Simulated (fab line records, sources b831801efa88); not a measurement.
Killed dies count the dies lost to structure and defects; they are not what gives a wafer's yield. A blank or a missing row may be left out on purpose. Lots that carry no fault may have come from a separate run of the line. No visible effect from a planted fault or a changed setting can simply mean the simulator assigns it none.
A struck lot beside a sound one | flow sky130 | 44 out of 708 route steps
Sound: these wafers, L405.1, L405.3, L405.6. Wafers L396.1, L396.4, L396.5 were the ones struck. The cause is named last.
At each step with rows: each side's tool, then ch and its chambers, then its first start. Under that, the readings that differ: sound wafers | struck wafers | difference of the means | sigmas: that difference in standard deviations of wafers without a fault.
alike: same words and numbers on both sides, and readings whose means sit less than 2 such deviations apart. not compared: any withheld reading, any reading some wafer has no value for, any bound like >300 that may hide the same value, and any number with overlapping values for which the record gives no deviation.
A row with sigmas, a row that says differs or no value, or rows on one side alone: a step with any of these is where the two part. Numbers that don't overlap but have no deviation are shown without sigmas and don't part them. A reading that every wafer of one side lacks parts them only if that side has two wafers or more.

SKY_SONOS_ONO_THK_MEAS_03:
  struck on filmMetro-03, day 13 07:11; sound on filmMetro-03, day 16 07:43
  alike: SONOS_ONO_CVD_02_THK
then, 1 step without rows for these wafers: SKY_SONOS_ONO_CVD_04 (deposits SiO2 from SiH4/N2O, target thk 5.7199 nm).
SKY_SONOS_ONO_THK_MEAS_05:
  struck on filmMetro-03, day 13 08:30; sound on filmMetro-02, day 16 09:02
  alike: SONOS_ONO_CVD_04_THK
then, 7 steps without rows for these wafers: SKY_SONOS_ONO_DEHYDRATE_06 (time 60 s); SKY_SONOS_ONO_HMDS_07 (prime time 60 s); SKY_SONOS_ONO_COAT_08 (resist thk 1140 nm); SKY_SONOS_ONO_SOFTBAKE_09 (time 60 s); SKY_SONOS_ONO_EXPOSE_10 (exposes mask ONOM, target cd 410 nm); SKY_SONOS_ONO_PEB_11; SKY_SONOS_ONO_DEVELOP_12 (develop time 60 s).
SKY_SONOS_ONO_CD_MEAS_13: the cd target is 410 nm.
  struck on cdSem-01, day 14 09:49; sound on cdSem-02, day 17 13:43
  alike: cdNm
SKY_SONOS_ONO_OVL_MEAS_14:
  struck on overlay-02, day 14 09:56; sound on overlay-02, day 17 13:50
  alike: SONOS_ONO_OVL
SKY_SONOS_ONO_ETCH_15: etches the open film in CHF3/O2, target depth 19.52 nm, time 7.8 s.
  sound on rieDiel-01 ch 1,2,3, day 17 13:52; struck on rieDiel-03 ch 0,1,2, day 14 09:59
  no value came back on the struck wafers for any of 5 readings (O2_flow_sccm (sccm), biasW (W) and others); on the sound wafers O2_flow_sccm (sccm) reads 4.996 4.984 5.020
reading                                       | sound             | struck            | difference | sigmas
model.NOVOLAK_of_SONOS_ONO_COAT_08.thkNm (nm) | 1123 1124 1123    | 1148 1150 1147    | +25        | 
model.SiO2_of_FIELD_ISO_CVD_24.thkNm (nm)     | 400.1 398.6 400.5 | 401.3 401.9 401.3 | +1.8       | 
model.SiO2_of_NWELL_OXIDATION_01.thkNm (nm)   | 5.317 5.356 5.231 | 8.777 8.622 8.733 | +3.409     | 
  not compared: rfHoursCounterH
then, 1 step without rows for these wafers: SKY_SONOS_ONO_WET_ETCH_16 (etches SiO2 in dHF, target depth 14 nm, time 280 s).
SKY_SONOS_ONO_STRIP_17: strips in O2/N2.
  sound on plasmaAsher-02 ch 0,1, day 17 13:58; struck on plasmaAsher-04 ch 1, day 14 10:05
reading                  | sound             | struck            | difference | sigmas
stripTimeToEndpointS (s) | 14.07 14.11 14.09 | 14.27 14.28 14.26 | +0.18      | +4
  alike: drypumpMotorCurrentA, oesProductAu
  not compared: rfHoursCounterH
then, 3 steps without rows for these wafers: SKY_SONOS_ONO_WET_ETCH_18 (etches Si3N4 in H3PO4, target depth 15 nm, time 172 s); SKY_GATE_OXIDE_CLEAN_00 (cleans in SC1/SC2, time 150 s); SKY_GATE_OXIDE_OXIDATION_01 (stabilise 600 s, purge 300 s, target thk 10.268 nm).
SKY_GATE_OXIDE_THK_MEAS_02:
  struck on filmMetro-03, day 14 11:43; sound on filmMetro-01, day 17 15:36
  alike: GATE_OXIDE_OXIDATION_00_THK
then, 7 steps without rows for these wafers: SKY_GATE_OXIDE_DEHYDRATE_03 (time 60 s); SKY_GATE_OXIDE_HMDS_04 (prime time 60 s); SKY_GATE_OXIDE_COAT_05 (resist thk 1140 nm); SKY_GATE_OXIDE_SOFTBAKE_06 (time 60 s); SKY_GATE_OXIDE_EXPOSE_07 (exposes mask LVOM, target cd 600 nm); SKY_GATE_OXIDE_PEB_08; SKY_GATE_OXIDE_DEVELOP_09 (develop time 60 s).
SKY_GATE_OXIDE_OVL_MEAS_10:
  struck on overlay-02, day 15 14:25; sound on overlay-02, day 18 21:31
  alike: GATE_OXIDE_OVL
then, 2 steps without rows for these wafers: SKY_GATE_OXIDE_IMPLANT_11; SKY_GATE_OXIDE_WET_ETCH_12 (etches SiO2 in dHF, target depth 16.8 nm, time 336 s).
SKY_GATE_OXIDE_STRIP_13: strips in O2/N2.
  sound on plasmaAsher-02 ch 0,1, day 18 21:48; struck on plasmaAsher-04 ch 0, day 15 14:43
reading                  | sound             | struck            | difference | sigmas
drypumpMotorCurrentA (A) | 5.2 6.5 6.5       | 5.0 5.0 5.0       | -1.1       | -2
stripTimeToEndpointS (s) | 14.17 14.12 14.13 | 14.25 14.22 14.24 | +0.10      | +2
  alike: oesProductAu
  not compared: rfHoursCounterH
SKY_GATE_OXIDE_TW_MEAS_14:
  struck on filmMetro-03, day 15 14:49; sound on filmMetro-04, day 18 21:54
  alike: GATE_OXIDE_TW
then, 3 steps without rows for these wafers: SKY_GATE_OXIDE_CLEAN_15 (cleans in SC1/SC2, time 150 s); SKY_GATE_OXIDE_OXIDATION_16 (stabilise 600 s, purge 300 s, target thk 3.57 nm); SKY_POLY_GATE_CVD_00 (deposits poly-Si, target thk 180 nm, time 720 s).
SKY_POLY_GATE_THK_MEAS_01:
  struck on filmMetro-04, day 15 19:46; sound on filmMetro-02, day 19 00:44
  alike: POLY_GATE_CVD_00_THK
then, 7 steps without rows for these wafers: SKY_RES_PROTECT_DEHYDRATE_00 (time 60 s); SKY_RES_PROTECT_HMDS_01 (prime time 60 s); SKY_RES_PROTECT_COAT_02 (resist thk 1140 nm); SKY_RES_PROTECT_SOFTBAKE_03 (time 60 s); SKY_RES_PROTECT_EXPOSE_04 (exposes mask RPM, target cd 1270 nm); SKY_RES_PROTECT_PEB_05; SKY_RES_PROTECT_DEVELOP_06 (develop time 60 s).
-- the record jumps here: 14 days lie between the struck wafers' starts before and after (it left off in module RES_PROTECT and takes up again in module SALICIDE, whose first step shown is number 361 of the route) --
SKY_SALICIDE_CLEAN_00: cleans in HF-last, time 30 s.
  sound on wetBench-02 ch 1, day 32 15:54; struck on wetBench-04 ch 1, day 29 22:26
reading                                   | sound             | struck            | difference | sigmas
model.SiO2_of_FIELD_ISO_CVD_24.thkNm (nm) | 359.6 357.9 359.8 | 360.4 360.9 360.4 | +1.5       | 
-- the record jumps here: 17 days lie between the struck wafers' starts before and after (it left off in module SALICIDE and takes up again in module PAD_OPEN, whose first step shown is number 708 of the route) --
SKY_PAD_OPEN_PROBE_99:
  struck on prober-01, day 47 03:47; sound on prober-02, day 49 02:38
reading                             | sound                         | struck                       | difference | sigmas
model.etest.nfet_16v.rOnOhmUm       | 1.414e+04 1.427e+04 1.424e+04 | 1.766e+04 1.76e+04 1.765e+04 | +3.420e+03 | 
model.etest.pfet_16v.rOnOhmUm       | 1.489e+04 1.509e+04 1.517e+04 | 1.621e+04 1.61e+04 1.599e+04 | +1.050e+03 | 
model.etest.pfetG5v0d10v5.rOnOhmUm  | 4765 4810 4788                | 5408 5353 5337               | +578       | 
model.etest.nfetG5v0d10v5.rOnOhmUm  | 1895 1914 1921                | 2474 2424 2425               | +531       | 
model.etest.nfetG5v0d10v5.driveUaUm | 599 595 599.6                 | 397.4 402.4 401              | -197.6     | 
model.etest.tipSonos.rsOhmSq        | 2733 2728 2726                | 2830 2777 2822               | +81        | 
model.etest.nfet_05v0_nvt.driveUaUm | 568.2 562.6 563               | 423 429 426.6                | -138       | 
model.etest.nfet_16v.driveUaUm      | 220.6 215.6 218               | 133.4 135.6 133.5            | -83.9      | 
  alike: killed_at_M0_to_M3, killed_at_M4_up, killedAtContacts, killedAtFrontEnd, killedAtOther, killedDies, killedOpen, killedShort

== WHERE THEY PART ==
Last at SKY_GATE_OXIDE_STRIP_13 as far as this record goes, first at SKY_SONOS_ONO_ETCH_15. Later steps at which nothing parts them and some readings are alike: SKY_GATE_OXIDE_TW_MEAS_14, SKY_POLY_GATE_THK_MEAS_01, SKY_PAD_OPEN_PROBE_99.

WHY: the cause the simulator had injected
Beginning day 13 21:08, the whole step at SKY_SONOS_ONO_ETCH_15 was skipped on rieDiel-03. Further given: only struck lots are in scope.
